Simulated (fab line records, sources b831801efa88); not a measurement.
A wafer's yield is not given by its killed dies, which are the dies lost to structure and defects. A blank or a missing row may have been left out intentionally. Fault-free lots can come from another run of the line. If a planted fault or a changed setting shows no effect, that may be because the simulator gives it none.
Which tool is to blame? | flow sky130 | Sampling: 12 lots, 36 wafers, 5 of 708 route steps

WHAT THE GAUGES SHOWED, per wafer
SKY_POLY_GATE_OVL_MEAS_14. Usual: POLY_GATE_OVL typically reads 1 nm, with standard deviation 6.1.
lot  | measured     | on         | POLY_GATE_OVL (nm) | flag
L650 | day 18 16:07 | overlay-02 | 4 -3 -1            |
L651 | day 18 19:06 | overlay-01 | 2 -4 -1            |
L653 | day 18 23:52 | overlay-01 | -1 3 7             |
L656 | day 19 02:13 | overlay-01 | -11 -3 -7          |
L657 | day 19 02:55 | overlay-02 | -11 -7 -1          |
L659 | day 19 07:13 | overlay-02 | 8 2 2              |
L661 | day 25 06:34 | overlay-01 | -1 2 -2            |
L666 | day 25 22:41 | overlay-02 | 6 -2 2             |
L665 | day 26 02:50 | overlay-02 | 12 13 13           |
L668 | day 26 09:19 | overlay-02 | -8 2 -1            |
L670 | day 26 09:55 | overlay-02 | -1 1 -5            |
L669 | day 26 11:43 | overlay-02 | 3 -3 -13           |

SKY_LDD_HVN_OVL_MEAS_07. Usual: LDD_HVN_OVL typically reads -0.3 nm, with standard deviation 1.7.
lot  | measured     | on         | LDD_HVN_OVL (nm) | flag
L650 | day 22 17:01 | overlay-02 | 2.7 1.1 1.2      |
L651 | day 22 20:10 | overlay-01 | -0.4 -1.7 -0.3   |
L653 | day 23 00:49 | overlay-02 | -1.9 -0.8 -2.1   |
L656 | day 23 03:27 | overlay-02 | -2.9 -3.1 -2.0   |
L657 | day 23 04:04 | overlay-01 | -3.3 -0.3 1.1    |
L659 | day 23 09:10 | overlay-01 | 2.7 2.3 2.6      |
L661 | day 29 02:41 | overlay-01 | -2.7 0.6 -2.6    |
L666 | day 29 19:16 | overlay-02 | -1.4 -1.4 -2.7   |
L665 | day 29 20:16 | overlay-02 | 2.3 1.7 4.1      |
L668 | day 30 04:10 | overlay-01 | 0.2 -2.4 -0.6    |
L670 | day 30 04:43 | overlay-02 | 3.1 1.7 -0.1     |
L669 | day 30 06:13 | overlay-01 | 1.2 1.0 0.0      |

SKY_LDD_HVN_TW_MEAS_10. Usual: LDD_HVN_TW typically reads 1441, with standard deviation 14.
lot  | measured     | on            | LDD_HVN_TW     | flag
L650 | day 22 17:19 | film metro-04 | 1432 1431 1431 |
L651 | day 22 20:28 | film metro-02 | 1468 1459 1467 |
L653 | day 23 01:06 | film metro-02 | 1458 1458 1456 |
L656 | day 23 03:44 | film metro-03 | 1430 1433 1421 |
L657 | day 23 04:22 | film metro-03 | 1427 1437 1436 |
L659 | day 23 09:28 | film metro-03 | 1429 1436 1431 |
L661 | day 29 02:58 | film metro-02 | 1467 1454 1446 |
L666 | day 29 19:33 | film metro-03 | 1282 1282 1286 | OFF
L665 | day 29 20:34 | film metro-03 | 1288 1290 1291 | OFF
L668 | day 30 04:28 | film metro-04 | 1437 1437 1428 |
L670 | day 30 05:01 | film metro-02 | 1465 1456 1455 |
L669 | day 30 06:31 | film metro-03 | 1427 1429 1420 |

TOOL THAT RAN EACH LOT (tool first, then ch and the chambers of the sampled wafers, then the start)
lot  | SKY_LDD_HVN_IMPLANT_08          | SKY_LDD_HVN_STRIP_09
L650 | implanter-04 ch 0, day 22 17:05 | plasma asher-04 ch 0,1, day 22 17:12
L651 | implanter-01 ch 0, day 22 20:14 | plasma asher-02 ch 0,1, day 22 20:21
L653 | implanter-03 ch 0, day 23 00:51 | plasma asher-02 ch 0,1, day 23 01:00
L656 | implanter-01 ch 0, day 23 03:30 | plasma asher-03 ch 0, day 23 03:38
L657 | implanter-03 ch 0, day 23 04:07 | plasma asher-04 ch 0,1, day 23 04:16
L659 | implanter-03 ch 0, day 23 09:14 | plasma asher-03 ch 0,1, day 23 09:21
L661 | implanter-01 ch 0, day 29 02:44 | plasma asher-04 ch 1, day 29 02:52
L666 | implanter-01 ch 0, day 29 19:18 | plasma asher-03 ch 0,1, day 29 19:27
L665 | implanter-01 ch 0, day 29 20:19 | plasma asher-04 ch 0,1, day 29 20:28
L668 | implanter-04 ch 0, day 30 04:15 | plasma asher-04 ch 0,1, day 30 04:22
L670 | implanter-03 ch 0, day 30 04:46 | plasma asher-03 ch 0,1, day 30 04:55
L669 | implanter-03 ch 0, day 30 06:16 | plasma asher-03 ch 0,1, day 30 06:25
- SKY_LDD_HVN_IMPLANT_08
- SKY_LDD_HVN_STRIP_09: strips in O2/N2.

AS READ BY THE TOOLS THEMSELVES (means over the sampled wafers that have a number; for cases with no such wafer, the mark the record gives instead)
SKY_LDD_HVN_IMPLANT_08. Usual: beam energy keV 59.998, standard deviation 0.017; end station pressure torr 5.14e-06 Torr, standard deviation 2.6e-07.
lot  | tool         | beam energy keV | end station pressure torr (Torr) | flag
L650 | implanter-04 | 60.007          | 5.35e-06                         |
L651 | implanter-01 | 60.015          | 5.12e-06                         |
L653 | implanter-03 | 59.999          | 5.23e-06                         |
L656 | implanter-01 | 59.981          | 5.21e-06                         |
L657 | implanter-03 | 60.018          | 5.15e-06                         |
L659 | implanter-03 | 60.009          | 5.14e-06                         |
L661 | implanter-01 | 59.981          | 5.21e-06                         |
L666 | implanter-01 | 40.749          | 5.33e-06                         | OFF
L665 | implanter-01 | 40.728          | 5.23e-06                         | OFF
L668 | implanter-04 | 60.007          | 5.06e-06                         |
L670 | implanter-03 | 60.007          | 4.92e-06                         |
L669 | implanter-03 | 59.996          | 5.02e-06                         |

SKY_LDD_HVN_STRIP_09. Usual: drypump motor current A 5.63 A, standard deviation 0.25; oes product au 0.409 a.u., standard deviation 0.0047; strip time to endpoint s 4.134 s, standard deviation 0.015.
lot  | tool            | drypump motor current A (A) | oes product au (a.u.) | strip time to endpoint s (s) | flag
L650 | plasma asher-04 | 5.79                        | 0.407                 | 4.118                        |
L651 | plasma asher-02 | 5.79                        | 0.405                 | 4.135                        |
L653 | plasma asher-02 | 5.78                        | 0.406                 | 4.138                        |
L656 | plasma asher-03 | 5.47                        | 0.409                 | 4.125                        |
L657 | plasma asher-04 | 5.77                        | 0.416                 | 4.161                        |
L659 | plasma asher-03 | 5.36                        | 0.410                 | 4.140                        |
L661 | plasma asher-04 | 5.76                        | 0.410                 | 4.129                        |
L666 | plasma asher-03 | 5.36                        | 0.405                 | 4.134                        |
L665 | plasma asher-04 | 5.80                        | 0.410                 | 4.134                        |
L668 | plasma asher-04 | 5.81                        | 0.407                 | 4.132                        |
L670 | plasma asher-03 | 5.25                        | 0.408                 | 4.147                        |
L669 | plasma asher-03 | 5.37                        | 0.410                 | 4.149                        |

THE ANSWER, worked out from the rows above alone
Rule: a lot counts as off when the mean over its wafers that have a number is more than 3 standard deviations away from the usual mean. Also off: a lot with no number at a reading for which 4 or more lots have one. Where the step has rows for the other lots, those lots are counted as sound. Order of review: gauges by route order, followed by the tools' own readings, for which a lot's mean as printed above is used. At the first step where some lot is off, the reading lying furthest off is the one used; lots without a number count as furthest.
Off: L666, L665, seen at SKY_LDD_HVN_TW_MEAS_10 (LDD_HVN_TW).
A tool fits if, at a process step before that reading, it ran every lot that is off, and no sound lot after the first of them. Not tried: the gauges at SKY_LDD_HVN_TW_MEAS_10; whatever is off there is also off at SKY_LDD_HVN_IMPLANT_08, on other tools, and gauge error can't account for it. One fits: SKY_LDD_HVN_IMPLANT_08 on implanter-01. A fault onset in the window from L661 (day 29 02:44, its last sound lot) to L666 (day 29 19:18, its first lot off) fits.
The tool's own readings at SKY_LDD_HVN_IMPLANT_08 bear it out: on the lots that are off they differ by more than 5 times the standard deviation of the sound lots' means. beam energy keV reads 40.739 there against 60.002 on the sound lots.

WHAT THE SIMULATOR PUT IN
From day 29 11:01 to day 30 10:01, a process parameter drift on implanter-01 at SKY_LDD_HVN_IMPLANT_08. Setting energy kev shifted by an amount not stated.
Shown lots that were struck: L666, L665. The rule above reached the same finding.
